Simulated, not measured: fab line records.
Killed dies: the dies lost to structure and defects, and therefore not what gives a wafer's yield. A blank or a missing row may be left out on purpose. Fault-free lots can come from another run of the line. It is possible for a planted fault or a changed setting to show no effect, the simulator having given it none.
fab line records -- flow sky130
[record] lots = 14, wafers = 42, last-day = 50
route steps=708 shown SONOS_ONO@183 LDD_HVN@274 LDD_HVP@287 LDD_LDN@301 RES_XHIGH@341
lots with no fault: from the same line, run without faults
start-h: start of the lot's first displayed wafer, in hours after the record's first day -- wait-h: time in hours since the lot's previous step -- " as in the row above -- L1.1+2: one row covering several wafers at once -- - no value, or no start given -- * or withheld: withheld -- < > ~ a bound
route shown NAME@n: NAME is a module with steps in the file, n the number in the route of the first one -- usual: average and standard deviation across the fault-free wafers -- same: alike in all rows -- chamber/n: place in a boat -- sites: readings site by site -- _std_site: standard deviation across them -- _edge_site: outer sites' mean less inner sites' -- radius-mm: how far each site lies from the wafer's centre -- mask NAME#n: copy n -- behind: the last tool/chamber to shape the wafer -- hold: reason for holding the lot/hours on hold/outcome of the hold -- device: which transistor (n, p or np) failed to switch -- end of line: the same wafers' tests at the end of the route -- for a step that has no rows: nothing shown but its recipe -- killed: at the first sort, the dies lost to defects and structure; wafer yield is something else -- map: per-die view of a wafer (x killed, . not killed, _ where there is no die)
set.NAME: the setting as run; set.NAME@STEP: as run at that earlier step -- model.NAME: the simulator's own value behind a step, which no gauge read
the route's steps for a sample of lots (tables are steps, rows are wafers)
services: when a tool's chamber went out of use (start-h, in hours from the record's first day, below 0 if earlier), for how many hours, and the reason
[[steps]]
[step SKY_SONOS_ONO_ETCH_15]
[recipe] target-depth-nm = 19.52, chemistry = CHF3/O2, source-w = 600, bias-w = 200, pressure-mtorr = 40, chf3-flow-sccm = 50, O2_flow_sccm = 5, time-s = 7.8
[usual] drypump-motor-current-A = 5.9/0.38, oes-product-au = 0.998/0.012, throttle-valve-pct = 8.824/0.0097
lot.wafer,tool,chamber,start-h,wait-h,drypump-motor-current-A,oes-product-au,rf-hours-counter-h,throttle-valve-pct
L436.2,rie-diel-04,3,277.69,0.0,5.8,0.992,110,8.816
L436.4,rie-diel-04,2,277.69,0.0,5.4,1.005,98,8.828
L436.5,rie-diel-04,0,277.69,0.0,6.5,0.992,-,8.816
L437.1,rie-diel-04,3,287.00,0.0,5.9,0.988,110,8.807
L437.2,rie-diel-04,1,287.00,0.0,5.9,1.006,24,8.817
L437.4,rie-diel-04,0,287.00,0.0,6.5,0.991,3,8.827
L438.1,rie-diel-03,1,291.89,0.0,5.1,1.011,34,8.845
L438.3,rie-diel-03,2,291.89,0.0,5.4,1.016,98,8.821
L438.6,rie-diel-03,0,291.89,0.0,6.2,1.001,-,8.824
L439.1,rie-diel-02,2,299.13,0.0,5.6,1.001,3,8.817
L439.5,rie-diel-02,3,299.13,0.0,6.2,0.991,-,8.808
L439.6,rie-diel-02,2,299.13,0.0,5.6,0.997,-,8.831
L440.1,rie-diel-03,2,307.20,0.0,5.4,0.996,98,8.824
L440.3,rie-diel-03,1,307.20,0.0,5.0,1.008,34,8.831
L440.6,rie-diel-03,1,307.20,0.0,5.0,1.002,-,8.812
L445.4,rie-diel-02,2,358.85,0.0,5.6,0.998,4,8.834
L445.5,rie-diel-02,1,358.85,0.0,6.2,0.996,-,8.829
L445.6,rie-diel-02,0,358.85,0.0,5.6,0.990,-,8.815
L446.1,rie-diel-02,3,372.48,0.0,6.2,0.981,7,8.823
L446.3,rie-diel-02,2,372.48,0.0,5.6,0.982,4,8.837
L446.6,rie-diel-02,3,372.48,0.0,6.2,0.985,-,8.814
L451.1,rie-diel-03,3,411.08,0.0,6.2,1.017,6,8.831
L451.3,rie-diel-03,1,411.08,0.0,5.0,1.017,37,8.819
L451.5,rie-diel-03,0,411.08,0.0,6.1,0.997,-,8.817
L452.1,rie-diel-02,0,418.03,0.0,5.6,0.976,6,8.847
L452.3,rie-diel-02,3,418.03,0.0,6.2,0.984,7,8.820
L452.6,rie-diel-02,3,418.03,0.0,6.2,0.996,-,8.822
L454.1,rie-diel-03,3,431.73,0.0,6.2,1.005,7,8.824
L454.2,rie-diel-03,1,431.73,0.0,5.1,1.016,37,8.839
L454.5,rie-diel-03,2,431.73,0.0,5.4,1.005,-,8.828
L455.2,rie-diel-03,1,433.04,0.0,5.0,1.010,37,8.819
L455.5,rie-diel-03,0,433.04,0.0,6.1,1.015,-,8.831
L455.6,rie-diel-03,3,433.04,0.0,6.2,1.010,-,8.827
L456.1,rie-diel-04,1,444.23,0.0,5.9,1.014,28,8.818
L456.4,rie-diel-04,3,444.23,0.0,5.8,0.977,0,8.817
L456.6,rie-diel-04,2,444.23,0.0,5.4,1.002,-,8.823
L458.2,rie-diel-04,3,463.15,0.0,5.9,0.999,1,8.825
L458.3,rie-diel-04,1,463.15,0.0,5.9,1.020,29,8.818
L458.6,rie-diel-04,3,463.15,0.0,5.9,0.985,-,8.827
L459.1,rie-diel-04,0,468.48,0.0,6.5,0.996,7,8.826
L459.4,rie-diel-04,0,468.48,0.0,6.5,0.989,-,8.840
L459.6,rie-diel-04,3,468.48,0.0,5.8,0.984,-,8.809
[step SKY_LDD_HVN_OVL_MEAS_07]
[usual] LDD_HVN_OVL = 0.6/1.4
lot.wafer,tool,chamber,start-h,wait-h,LDD_HVN_OVL[nm]
L436.2,overlay-02,-,459.50,0.1,0.5
L436.4,overlay-02,-,459.50,0.1,0.9
L436.5,overlay-02,-,459.50,0.1,0.9
L437.1,overlay-01,-,472.17,0.1,2.5
L437.2,overlay-01,-,472.17,0.1,2.3
L437.4,overlay-01,-,472.17,0.1,3.0
L438.1,overlay-02,-,475.39,0.1,0.6
L438.3,overlay-02,-,475.39,0.1,-0.2
L438.6,overlay-02,-,475.39,0.1,0.2
L439.1,overlay-02,-,488.69,0.1,0.7
L439.5,overlay-02,-,488.69,0.1,0.7
L439.6,overlay-02,-,488.69,0.1,-0.6
L440.1,overlay-01,-,494.04,0.1,0.6
L440.3,overlay-01,-,494.04,0.1,0.2
L440.6,overlay-01,-,494.04,0.1,-0.2
L445.4,overlay-01,-,552.79,0.1,0.1
L445.5,overlay-01,-,552.79,0.1,1.5
L445.6,overlay-01,-,552.79,0.1,1.7
L446.1,overlay-01,-,562.64,0.1,0.0
L446.3,overlay-01,-,562.64,0.1,1.7
L446.6,overlay-01,-,562.64,0.1,0.7
L451.1,overlay-02,-,603.29,0.1,0.7
L451.3,overlay-02,-,603.29,0.1,-1.8
L451.5,overlay-02,-,603.29,0.1,-1.7
L452.1,overlay-01,-,608.79,0.1,0.2
L452.3,overlay-01,-,608.79,0.1,-0.1
L452.6,overlay-01,-,608.79,0.1,1.4
L454.1,overlay-01,-,621.44,0.1,-0.3
L454.2,overlay-01,-,621.44,0.1,-1.2
L454.5,overlay-01,-,621.44,0.1,1.7
L455.2,overlay-01,-,625.38,0.1,1.0
L455.5,overlay-01,-,625.38,0.1,0.4
L455.6,overlay-01,-,625.38,0.1,-0.5
L456.1,overlay-02,-,633.79,0.1,4.6
L456.4,overlay-02,-,633.79,0.1,2.7
L456.6,overlay-02,-,633.79,0.1,3.2
L458.2,overlay-01,-,651.65,0.1,1.6
L458.3,overlay-01,-,651.65,0.1,-0.7
L458.6,overlay-01,-,651.65,0.1,2.5
L459.1,overlay-02,-,654.39,0.1,-0.1
L459.4,overlay-02,-,654.39,0.1,1.2
L459.6,overlay-02,-,654.39,0.1,1.7
[step SKY_LDD_HVP_STRIP_09]
[recipe] chemistry = O2/N2, power-w = 1400, pressure-mtorr = 1500, platen-temp-c = withheld, o2-flow-sccm = 3000, n2-flow-sccm = 300, overash-fraction = 0.5
[usual] chamber-pressure-mTorr = 1500.0/1.4, drypump-motor-current-A = 5.7/0.32, oes-product-au = 0.409/0.0043, strip-time-to-endpoint-s = 4.139/0.017
lot.wafer,tool,chamber,start-h,wait-h,chamber-pressure-mTorr,drypump-motor-current-A,oes-product-au,rf-hours-counter-h,strip-time-to-endpoint-s
L436.2,plasma-asher-01,0,490.56,0.1,1500.9,5.9,0.408,78,4.151
L436.4,plasma-asher-01,1,490.56,0.1,1497.8,5.4,0.414,-,4.113
L436.5,plasma-asher-01,0,490.56,0.1,1500.6,5.9,0.400,-,4.128
L437.1,plasma-asher-03,1,503.11,0.1,1499.3,6.4,0.402,63,4.152
L437.2,plasma-asher-03,0,503.11,0.1,1501.4,5.5,0.413,63,4.134
L437.4,plasma-asher-03,1,503.11,0.1,1497.3,6.4,0.402,-,4.138
L438.1,plasma-asher-01,1,506.28,0.1,1501.5,5.4,0.409,80,4.142
L438.3,plasma-asher-01,1,506.28,0.1,1500.6,5.3,0.400,-,4.129
L438.6,plasma-asher-01,0,506.28,0.1,1500.9,5.9,0.407,-,4.104
L439.1,plasma-asher-04,0,519.67,0.1,1500.0,5.6,0.409,41,4.130
L439.5,plasma-asher-04,0,519.67,0.1,1500.3,5.6,0.410,-,4.132
L439.6,plasma-asher-04,1,519.67,0.1,1500.4,5.5,0.408,-,4.128
L440.1,plasma-asher-01,0,525.16,0.1,1499.6,5.9,0.405,82,4.139
L440.3,plasma-asher-01,0,525.16,0.1,1499.3,5.9,0.407,-,4.157
L440.6,plasma-asher-01,1,525.16,0.1,1502.7,5.3,0.407,-,4.139
L445.4,plasma-asher-01,1,582.93,0.1,-,-,-,-,-
L445.5,plasma-asher-01,1,582.93,0.1,-,-,-,-,-
L445.6,plasma-asher-01,0,582.93,0.1,-,-,-,-,-
L446.1,plasma-asher-04,1,592.27,0.1,-,-,-,-,-
L446.3,plasma-asher-04,0,592.27,0.1,-,-,-,-,-
L446.6,plasma-asher-04,0,592.27,0.1,-,-,-,-,-
L451.1,plasma-asher-03,1,632.78,0.1,1501.0,6.3,0.407,76,4.138
L451.3,plasma-asher-03,0,632.78,0.1,1499.7,5.5,0.415,-,4.138
L451.5,plasma-asher-03,0,632.78,0.1,1502.4,5.5,0.416,-,4.142
L452.1,plasma-asher-03,0,638.53,0.1,1500.1,5.5,0.407,77,4.119
L452.3,plasma-asher-03,1,638.53,0.1,1500.2,6.4,0.410,-,4.107
L452.6,plasma-asher-03,1,638.53,0.1,1498.5,6.3,0.414,-,4.116
L454.1,plasma-asher-04,1,650.02,0.1,1500.6,5.5,0.406,56,4.161
L454.2,plasma-asher-04,0,650.02,0.1,1502.0,5.6,0.407,56,4.167
L454.5,plasma-asher-04,1,650.02,0.1,1498.9,5.5,0.406,-,4.152
L455.2,plasma-asher-01,1,654.46,0.1,1501.6,5.4,0.410,94,4.142
L455.5,plasma-asher-01,0,654.46,0.1,1498.3,5.9,0.413,-,4.155
L455.6,plasma-asher-01,1,654.46,0.1,1499.9,5.4,0.407,-,4.136
L456.1,plasma-asher-03,1,663.16,0.1,1498.9,6.4,0.404,79,4.117
L456.4,plasma-asher-03,1,663.16,0.1,1498.1,6.4,0.416,-,4.141
L456.6,plasma-asher-03,1,663.16,0.1,1502.2,6.4,0.409,-,4.124
L458.2,plasma-asher-01,1,679.96,0.1,1501.3,5.4,0.410,97,4.174
L458.3,plasma-asher-01,1,679.96,0.1,1501.4,5.3,0.407,-,4.161
L458.6,plasma-asher-01,0,679.96,0.1,1499.6,5.9,0.405,-,4.169
L459.1,plasma-asher-01,1,682.43,0.1,1500.6,5.3,0.412,97,4.157
L459.4,plasma-asher-01,0,682.43,0.1,1500.9,5.9,0.406,-,4.151
L459.6,plasma-asher-01,0,682.43,0.1,1502.1,5.9,0.409,-,4.156
[step SKY_LDD_LDN_STRIP_12]
[recipe] chemistry = O2/N2, power-w = 1400, pressure-mtorr = 1500, platen-temp-c = withheld, o2-flow-sccm = 3000, n2-flow-sccm = 300, overash-fraction = 0.5
[usual] chamber-pressure-mTorr = 1499.9/1.3, drypump-motor-current-A = 5.4/0.31, oes-product-au = 0.715/0.0044, strip-time-to-endpoint-s = 14.17/0.042
lot.wafer,tool,chamber,start-h,wait-h,chamber-pressure-mTorr,drypump-motor-current-A,oes-product-au,rf-hours-counter-h,strip-time-to-endpoint-s
L436.2,plasma-asher-02,1,522.33,0.1,1498.5,5.0,0.717,9,14.20
L436.4,plasma-asher-02,0,522.33,0.1,1498.9,5.1,0.706,-,14.22
L436.5,plasma-asher-02,1,522.33,0.1,1497.7,5.0,0.714,-,14.20
L437.1,plasma-asher-02,1,534.36,0.1,1501.0,5.0,0.709,11,14.22
L437.2,plasma-asher-02,0,534.36,0.1,1499.8,5.1,0.712,11,14.23
L437.4,plasma-asher-02,1,534.36,0.1,1498.8,5.0,0.706,-,14.24
L438.1,plasma-asher-04,1,538.01,0.1,1498.4,5.5,0.717,43,14.19
L438.3,plasma-asher-04,1,538.01,0.1,1501.0,5.5,0.710,-,14.15
L438.6,plasma-asher-04,1,538.01,0.1,1499.2,5.5,0.710,-,14.13
L439.1,plasma-asher-01,0,550.31,0.1,1499.0,5.9,0.711,83,14.16
L439.5,plasma-asher-01,0,550.31,0.1,1500.9,5.9,0.719,-,14.23
L439.6,plasma-asher-01,1,550.31,0.1,1500.7,5.3,0.709,-,14.25
L440.1,plasma-asher-02,0,556.12,0.1,1500.2,5.1,0.716,13,14.16
L440.3,plasma-asher-02,1,556.12,0.1,1499.0,5.0,0.706,-,14.16
L440.6,plasma-asher-02,0,556.12,0.1,1499.6,5.1,0.711,-,14.18
L445.4,plasma-asher-01,1,612.81,0.1,1499.5,5.4,0.717,-,18.71
L445.5,plasma-asher-01,0,612.81,0.1,1500.4,5.9,0.718,-,18.74
L445.6,plasma-asher-01,1,612.81,0.1,1499.0,5.4,0.708,-,18.73
L446.1,plasma-asher-01,0,621.43,0.1,1499.1,5.9,0.708,91,18.75
L446.3,plasma-asher-01,0,621.43,0.1,1500.2,5.9,0.717,-,18.76
L446.6,plasma-asher-01,0,621.43,0.1,1501.5,5.9,0.713,-,18.68
L451.1,plasma-asher-02,1,661.37,0.1,1497.8,5.0,0.720,22,14.14
L451.3,plasma-asher-02,1,661.37,0.1,1496.4,5.0,0.707,-,14.13
L451.5,plasma-asher-02,1,661.37,0.1,1499.8,5.0,0.712,-,14.16
L452.1,plasma-asher-02,1,667.83,0.1,1500.9,5.0,0.714,22,14.11
L452.3,plasma-asher-02,0,667.83,0.1,1501.9,5.1,0.717,-,14.13
L452.6,plasma-asher-02,0,667.83,0.1,1499.9,5.1,0.718,-,14.15
L454.1,plasma-asher-04,0,679.16,0.1,1502.4,5.6,0.718,58,14.17
L454.2,plasma-asher-04,1,679.16,0.1,1498.7,5.5,0.714,58,14.19
L454.5,plasma-asher-04,1,679.16,0.1,1497.6,5.5,0.726,-,14.15
L455.2,plasma-asher-04,1,683.08,0.1,1501.0,5.5,0.719,58,14.11
L455.5,plasma-asher-04,1,683.08,0.1,1500.5,5.5,0.712,-,14.11
L455.6,plasma-asher-04,0,683.08,0.1,1499.2,5.6,0.721,-,14.12
L456.1,plasma-asher-01,0,691.32,0.1,1498.8,5.9,0.711,98,14.15
L456.4,plasma-asher-01,0,691.32,0.1,1501.3,5.9,0.718,-,14.10
L456.6,plasma-asher-01,1,691.32,0.1,1503.3,5.4,0.709,-,14.15
L458.2,plasma-asher-04,1,707.91,0.1,1497.9,5.5,0.710,60,14.18
L458.3,plasma-asher-04,1,707.91,0.1,1499.8,5.5,0.712,-,14.23
L458.6,plasma-asher-04,1,707.91,0.1,1499.2,5.5,0.708,-,14.18
L459.1,plasma-asher-04,1,710.96,0.1,1498.9,5.5,0.716,61,14.23
L459.4,plasma-asher-04,0,710.96,0.1,1502.4,5.6,0.713,-,14.24
L459.6,plasma-asher-04,0,710.96,0.1,1496.6,5.6,0.717,-,14.24
[step SKY_LDD_LDN_TW_MEAS_13]
[usual] LDD_LDN_TW = 1472/5.7
lot.wafer,tool,chamber,start-h,wait-h,LDD_LDN_TW
L436.2,film-metro-01,-,522.44,0.1,1473
L436.4,film-metro-01,-,522.44,0.1,1473
L436.5,film-metro-01,-,522.44,0.1,1483
L437.1,film-metro-01,-,534.46,0.1,1475
L437.2,film-metro-01,-,534.46,0.1,1468
L437.4,film-metro-01,-,534.46,0.1,1469
L438.1,film-metro-01,-,538.11,0.1,1474
L438.3,film-metro-01,-,538.11,0.1,1470
L438.6,film-metro-01,-,538.11,0.1,1470
L439.1,film-metro-01,-,550.41,0.1,1472
L439.5,film-metro-01,-,550.41,0.1,1472
L439.6,film-metro-01,-,550.41,0.1,1465
L440.1,film-metro-04,-,556.22,0.1,1481
L440.3,film-metro-04,-,556.22,0.1,1475
L440.6,film-metro-04,-,556.22,0.1,1480
L445.4,film-metro-02,-,612.90,0.1,30
L445.5,film-metro-02,-,612.90,0.1,30
L445.6,film-metro-02,-,612.90,0.1,30
L446.1,film-metro-02,-,621.53,0.1,30
L446.3,film-metro-02,-,621.53,0.1,30
L446.6,film-metro-02,-,621.53,0.1,30
L451.1,film-metro-04,-,661.47,0.1,1465
L451.3,film-metro-04,-,661.47,0.1,1468
L451.5,film-metro-04,-,661.47,0.1,1475
L452.1,film-metro-01,-,667.93,0.1,1461
L452.3,film-metro-01,-,667.93,0.1,1466
L452.6,film-metro-01,-,667.93,0.1,1468
L454.1,film-metro-02,-,679.26,0.1,1474
L454.2,film-metro-02,-,679.26,0.1,1473
L454.5,film-metro-02,-,679.26,0.1,1466
L455.2,film-metro-01,-,683.19,0.1,1476
L455.5,film-metro-01,-,683.19,0.1,1485
L455.6,film-metro-01,-,683.19,0.1,1470
L456.1,film-metro-01,-,691.42,0.1,1472
L456.4,film-metro-01,-,691.42,0.1,1478
L456.6,film-metro-01,-,691.42,0.1,1485
L458.2,film-metro-01,-,708.02,0.1,1466
L458.3,film-metro-01,-,708.02,0.1,1479
L458.6,film-metro-01,-,708.02,0.1,1467
L459.1,film-metro-04,-,711.06,0.1,1471
L459.4,film-metro-04,-,711.06,0.1,1470
L459.6,film-metro-04,-,711.06,0.1,1477
[step SKY_RES_XHIGH_TW_MEAS_09]
[usual] RES_XHIGH_TW = 1634/7.3
lot.wafer,tool,chamber,start-h,wait-h,RES_XHIGH_TW
L436.2,film-metro-04,-,613.85,0.1,1640
L436.4,film-metro-04,-,613.85,0.1,1645
L436.5,film-metro-04,-,613.85,0.1,1637
L437.1,film-metro-04,-,625.29,0.1,1634
L437.2,film-metro-04,-,625.29,0.1,1640
L437.4,film-metro-04,-,625.29,0.1,1631
L438.1,film-metro-04,-,629.14,0.1,1639
L438.3,film-metro-04,-,629.14,0.1,1626
L438.6,film-metro-04,-,629.14,0.1,1634
L439.1,film-metro-04,-,638.94,0.1,1633
L439.5,film-metro-04,-,638.94,0.1,1644
L439.6,film-metro-04,-,638.94,0.1,1638
L440.1,film-metro-03,-,647.94,0.1,1639
L440.3,film-metro-03,-,647.94,0.1,1635
L440.6,film-metro-03,-,647.94,0.1,1636
L445.4,film-metro-01,-,699.92,0.1,1619
L445.5,film-metro-01,-,699.92,0.1,1617
L445.6,film-metro-01,-,699.92,0.1,1629
L446.1,film-metro-04,-,708.75,0.1,1625
L446.3,film-metro-04,-,708.75,0.1,1637
L446.6,film-metro-04,-,708.75,0.1,1635
L451.1,film-metro-03,-,746.69,0.1,1635
L451.3,film-metro-03,-,746.69,0.1,1648
L451.5,film-metro-03,-,746.69,0.1,1641
L452.1,film-metro-03,-,753.09,0.1,1644
L452.3,film-metro-03,-,753.09,0.1,1641
L452.6,film-metro-03,-,753.09,0.1,1643
L454.1,film-metro-01,-,762.34,0.1,1620
L454.2,film-metro-01,-,762.34,0.1,1621
L454.5,film-metro-01,-,762.34,0.1,1627
L455.2,film-metro-04,-,767.83,0.1,1637
L455.5,film-metro-04,-,767.83,0.1,1635
L455.6,film-metro-04,-,767.83,0.1,1636
L456.1,film-metro-03,-,774.69,0.1,1636
L456.4,film-metro-03,-,774.69,0.1,1645
L456.6,film-metro-03,-,774.69,0.1,1633
L458.2,film-metro-04,-,790.26,0.1,1630
L458.3,film-metro-04,-,790.26,0.1,1631
L458.6,film-metro-04,-,790.26,0.1,1634
L459.1,film-metro-04,-,793.74,0.1,1636
L459.4,film-metro-04,-,793.74,0.1,1634
L459.6,film-metro-04,-,793.74,0.1,1634
[[services]]
tool,chamber,start-h,hours,kind
rie-diel-04,3,254.43,1.2,repair
plasma-asher-01,-,277.42,3.7,repair
rie-diel-03,0,280.10,1.9,repair
rie-diel-03,-,282.09,0.9,repair
rie-diel-03,1,293.23,4.3,repair
rie-diel-04,0,325.23,15.5,repair
rie-diel-04,2,333.11,10.3,repair
plasma-asher-04,-,344.65,0.7,repair
plasma-asher-02,-,345.82,1.3,repair
rie-diel-03,3,346.39,8.7,repair
plasma-asher-02,-,368.33,2.8,pm
rie-diel-04,2,372.59,10.7,repair
rie-diel-04,2,405.22,3.8,repair
plasma-asher-02,-,421.25,9.0,pm
plasma-asher-01,-,456.52,3.1,repair
rie-diel-03,1,507.04,13.8,repair
rie-diel-04,2,511.70,2.6,repair
plasma-asher-01,-,529.69,15.6,pm
plasma-asher-01,-,545.44,0.4,repair
plasma-asher-04,-,555.18,3.9,repair
plasma-asher-04,-,556.25,0.7,repair
plasma-asher-01,-,615.63,0.5,repair
plasma-asher-04,-,664.30,10.0,repair
plasma-asher-04,-,696.76,2.3,repair
[[key]]
[first-sign] step = SKY_LDD_HVP_STRIP_09, reading = tool-record, direction = missing
[effect] step = SKY_LDD_LDN_STRIP_12, reading = strip-time-to-endpoint-s, direction = up, sigmas = 99+, usual = *, struck = *
[effect] step = SKY_LDD_LDN_TW_MEAS_13, reading = LDD_LDN_TW, direction = down, sigmas = 99+, usual = 1472, struck = 30
met-at SKY_LDD_HVP_STRIP_09
struck-lots L445,L446
sort-left-out L445.4,L445.5,L445.6,L446.1,L446.3,L446.6
tester-left-out L445,L446
not-acting-at SKY_SONOS_ONO_ETCH_15,SKY_LDD_HVN_OVL_MEAS_07,SKY_RES_XHIGH_TW_MEAS_09
onset-between 525.16 582.93
[fault] kind = skipped-step-whole, tool = plasma-asher-01,plasma-asher-04, chamber = -, onset-h = 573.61, steps = SKY_LDD_HVP_STRIP_09, scope = struck-lots-only
// tester-left-out: of these lots the tester's yield and bins aren't shown, on N5 and GAA mostly nor the transistor test; their killed dies are dies lost to structure and defects alone, not to doping, threshold or leakage, so they don't give the yield
// sort-left-out: the simulated sort isn't trusted on such a fault, so these wafers' sort isn't shown, and their yield isn't known
